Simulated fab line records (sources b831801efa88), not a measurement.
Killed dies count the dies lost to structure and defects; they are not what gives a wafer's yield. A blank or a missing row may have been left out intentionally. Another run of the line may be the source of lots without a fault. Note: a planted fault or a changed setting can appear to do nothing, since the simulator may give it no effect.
A struck lot beside a sound one + flow sky130 + 26 out of 708 route steps
Sound: these wafers, L857.1, L857.2, L857.3. Struck: wafers L846.3, L846.6 (left out: L846.2, a lot-mate that was not struck); the cause follows at the end.
At each step with rows: each side's tool, then ch and its chambers, then its first start. Under that, the readings that differ: sound wafers + struck wafers + difference of the means + sigmas: that difference in standard deviations of wafers without a fault.
alike: readings with means less than 2 such deviations apart, plus words and numbers identical on both sides. not compared: withheld readings, readings lacking a value on some wafer, bounds such as >300 that could conceal the same value, and numbers that have no deviation in the record and whose values overlap.
A row with sigmas, a row that says differs or no value, or rows on one side alone: a step with any of these is where the two part. When numbers do not overlap yet have no deviation, they are printed without sigmas and do not part them. Lack of a reading on every wafer of one side parts them only where that side has two or more wafers.

first, 9 steps without rows for these wafers: SKY_LI_CONTACT_ETCH_14 (etches BARC in N2/H2, stops on SiO2, time 45.9 s, target depth 60 nm); SKY_LI_CONTACT_ETCH_15 (etches PSG in C4F8/O2/Ar, stops on Si, target depth 600 nm); SKY_LI_CONTACT_STRIP_16 (strips in O2/N2); SKY_LI_CONTACT_CLEAN_17 (cleans in NMP, time 600 s); SKY_LI_CONTACT_PRE_CLEAN_18 (time 5.6 s); SKY_LI_CONTACT_SPUTTER_19 (material Ti, target thk 20 nm, time 106.37 s); SKY_LI_CONTACT_SPUTTER_20 (material TiN, target thk 20 nm, time 80 s); SKY_LI_CONTACT_CVD_21 (deposits W, target thk 400 nm, time 120.56 s); SKY_LI_CONTACT_CMP_24 (polishes, stops on PSG, t overpolish 20 s, target thk 0 nm).
SKY_LOCAL_INTERCONNECT_SPUTTER_00: material TiN, target thk 100 nm, time 83.3 s.
  sound: pvd-sputter-02 at day 35 14:43; struck: pvd-sputter-02 at day 32 02:22
| reading                                                | sound             | struck      | difference | sigmas |
|--------------------------------------------------------|-------------------|-------------|------------|--------|
| model.TiN_of_LOCAL_INTERCONNECT_SPUTTER_00.thk-nm (nm) | 99.94 98.82 99.36 | 105.6 103.9 | +5.4       |        |
  alike: cathode-dc-power-W, throttle-valve-pct
SKY_LOCAL_INTERCONNECT_RS_MEAS_01: measurement is done with a four-point probe.
  sound: film-metro-03 at day 35 14:47; struck: film-metro-04 at day 32 02:28
| reading                            | sound             | struck      | difference | sigmas |
|------------------------------------|-------------------|-------------|------------|--------|
| LOCAL_INTERCONNECT_TIN_RS (ohm/sq) | 14.16 14.35 14.23 | 13.35 13.61 | -0.77      | -6     |
SKY_LOCAL_INTERCONNECT_THK_MEAS_02: measures by xrf.
  sound: film-metro-03 at day 35 14:54; struck: film-metro-04 at day 32 02:34
| reading                         | sound          | struck      | difference | sigmas |
|---------------------------------|----------------|-------------|------------|--------|
| LOCAL_INTERCONNECT_TIN_THK (nm) | 99.8 98.1 98.9 | 104.9 103.0 | +5.0       | +5     |
then, 9 steps without rows for these wafers: SKY_LOCAL_INTERCONNECT_DEHYDRATE_03 (time 60 s); SKY_LOCAL_INTERCONNECT_HMDS_04 (prime time 60 s); SKY_LOCAL_INTERCONNECT_COAT_05 (resist thk 60 nm); SKY_LOCAL_INTERCONNECT_COAT_06 (resist thk 450 nm); SKY_LOCAL_INTERCONNECT_SOFTBAKE_07 (time 90 s); SKY_LOCAL_INTERCONNECT_EXPOSE_08 (exposes mask LI1M, target cd 170 nm); SKY_LOCAL_INTERCONNECT_PEB_09; SKY_LOCAL_INTERCONNECT_DEVELOP_10 (develop time 60 s); SKY_LOCAL_INTERCONNECT_ETCH_13 (etches BARC in N2/H2, stops on SiO2, time 45.9 s, target depth 60 nm).
SKY_LOCAL_INTERCONNECT_METAL_ETCH_14: etches TiN in Cl2/BCl3, stops on PSG, target depth 110 nm, time 31.4 s.
  sound on rie-metal-03 ch 0,1, day 36 17:20; struck on rie-metal-04 ch 0,1, day 33 05:46
| reading               | sound             | struck      | difference | sigmas |
|-----------------------|-------------------|-------------|------------|--------|
| oes-product-au (a.u.) | 0.943 0.933 0.937 | 0.976 0.965 | +0.033     | +5     |
  alike: drypump-motor-current-A, throttle-valve-pct
  not compared: rf-hours-counter-h
then, 1 step without rows for these wafers: SKY_LOCAL_INTERCONNECT_STRIP_15 (strips in O2/N2).
SKY_LOCAL_INTERCONNECT_STRIP_16: strips in post etch residue remover, time 1200 s.
  sound on wet-bench-02 ch 3, day 36 17:29; struck on wet-bench-02 ch 2, day 33 05:55
| reading                                                | sound             | struck      | difference | sigmas |
|--------------------------------------------------------|-------------------|-------------|------------|--------|
| model.TiN_of_LOCAL_INTERCONNECT_SPUTTER_00.thk-nm (nm) | 99.51 98.39 98.94 | 105.2 103.5 | +5.4       |        |
then, 1 step without rows for these wafers: SKY_LOCAL_INTERCONNECT_CLEAN_17 (cleans in IPA, time 180 s).
-- here the record skips 15 days between the struck wafers' starts before and after, leaving off in module LOCAL_INTERCONNECT and picking up in module PAD_OPEN (first step shown: number 708 of the route) --
SKY_PAD_OPEN_PROBE_99:
  sound: prober-01 at day 50 09:08; struck: prober-02 at day 48 00:25
| reading                        | sound             | struck      | difference | sigmas |
|--------------------------------|-------------------|-------------|------------|--------|
| model.etest.res-li.line-ohm-um | 74.92 74.59 74.87 | 70.22 72.46 | -3.45      |        |
| model.etest.res-li.rs-ohm-sq   | 12.78 12.92 12.83 | 12.06 12.26 | -0.68      |        |
  alike: killed_at_M0_to_M3, killed_at_M4_up, killed-at-contacts, killed-at-front-end, killed-at-other, killed-dies, killed-open, killed-short

## WHERE THEY PART
Earliest at SKY_LOCAL_INTERCONNECT_RS_MEAS_01; latest, in this record, at SKY_LOCAL_INTERCONNECT_METAL_ETCH_14. Later steps at which nothing parts them and some readings are alike: SKY_PAD_OPEN_PROBE_99.

WHY: what had been put in by the simulator
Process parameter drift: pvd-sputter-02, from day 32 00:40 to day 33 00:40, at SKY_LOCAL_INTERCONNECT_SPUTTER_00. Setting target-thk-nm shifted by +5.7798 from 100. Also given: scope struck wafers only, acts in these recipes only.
